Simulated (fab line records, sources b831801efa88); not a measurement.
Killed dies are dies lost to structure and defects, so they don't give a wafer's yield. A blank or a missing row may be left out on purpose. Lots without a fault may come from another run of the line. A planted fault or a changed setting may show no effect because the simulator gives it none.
Chamber matching | flow gf180mcu | GF_CONTACT_CMP_04 on cmp-01: 4 sister chambers
The step polishes SiO2. 8 wafers are shown with their chamber, then 10 later ones without.

WAFERS WITH THEIR CHAMBER
wafer  | chamber | motor_current_A (A) | time_to_endpoint_s (s)
L167.4 | 3       | 12.3                | 120
L176.3 | 0       | 11.7                | 116
L176.6 | 2       | 12.5                | 121
L177.1 | 0       | 11.5                | 115
L177.2 | 1       | 13.4                | 119
L177.3 | 2       | 12.7                | 121
L178.4 | 3       | 13.5                | 128
L178.5 | 1       | 12.7                | 129

WAFERS WITHOUT THEIR CHAMBER
wafer  | motor_current_A (A) | time_to_endpoint_s (s)
L178.6 | 11.7                | 128
L179.2 | 12.5                | 120
L179.3 | 12.9                | 120
L179.4 | 11.7                | 120
L181.1 | 12.2                | 107
L181.4 | 12.8                | 119
L181.5 | 13.9                | 110
L182.1 | 13.6                | 113
L182.4 | 12.9                | 127
L182.5 | 12.8                | 114

WHICH CHAMBER EACH WENT THROUGH
wafer  | from the rows above               | in truth
L178.6 | can't be placed: 2 or 3 or 0 or 1 | 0
L179.2 | can't be placed: 2 or 3 or 1 or 0 | 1
L179.3 | can't be placed: 2 or 3 or 1      | 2
L179.4 | can't be placed: 0 or 2 or 3 or 1 | 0
L181.1 | can't be placed: 0 or 2 or 3 or 1 | 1
L181.4 | can't be placed: 2 or 3 or 1 or 0 | 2
L181.5 | can't be placed: 1 or 2 or 3 or 0 | 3
L182.1 | can't be placed: 1 or 2 or 3 or 0 | 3
L182.4 | can't be placed: 3 or 1 or 2      | 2
L182.5 | can't be placed: 2 or 3 or 1 or 0 | 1
Placed correctly: 0 of 10. Can't be placed from these rows: 10 (the true chamber is among the candidates in 10). Placed wrongly: 0.
How it was worked out, from the rows above alone: a wafer's distance from a chamber is the root of the sum, over the readings, of the square of ((its reading less the chamber's mean) divided by the reading's scatter). The wafer belongs to the nearest chamber; if the next one is less than 2 further off, it can't be placed. A chamber's mean is the mean of its shown wafers. The scatter: the root of (the sum of the squares of (reading less its chamber's mean) over the shown wafers, divided by (wafers less chambers)).
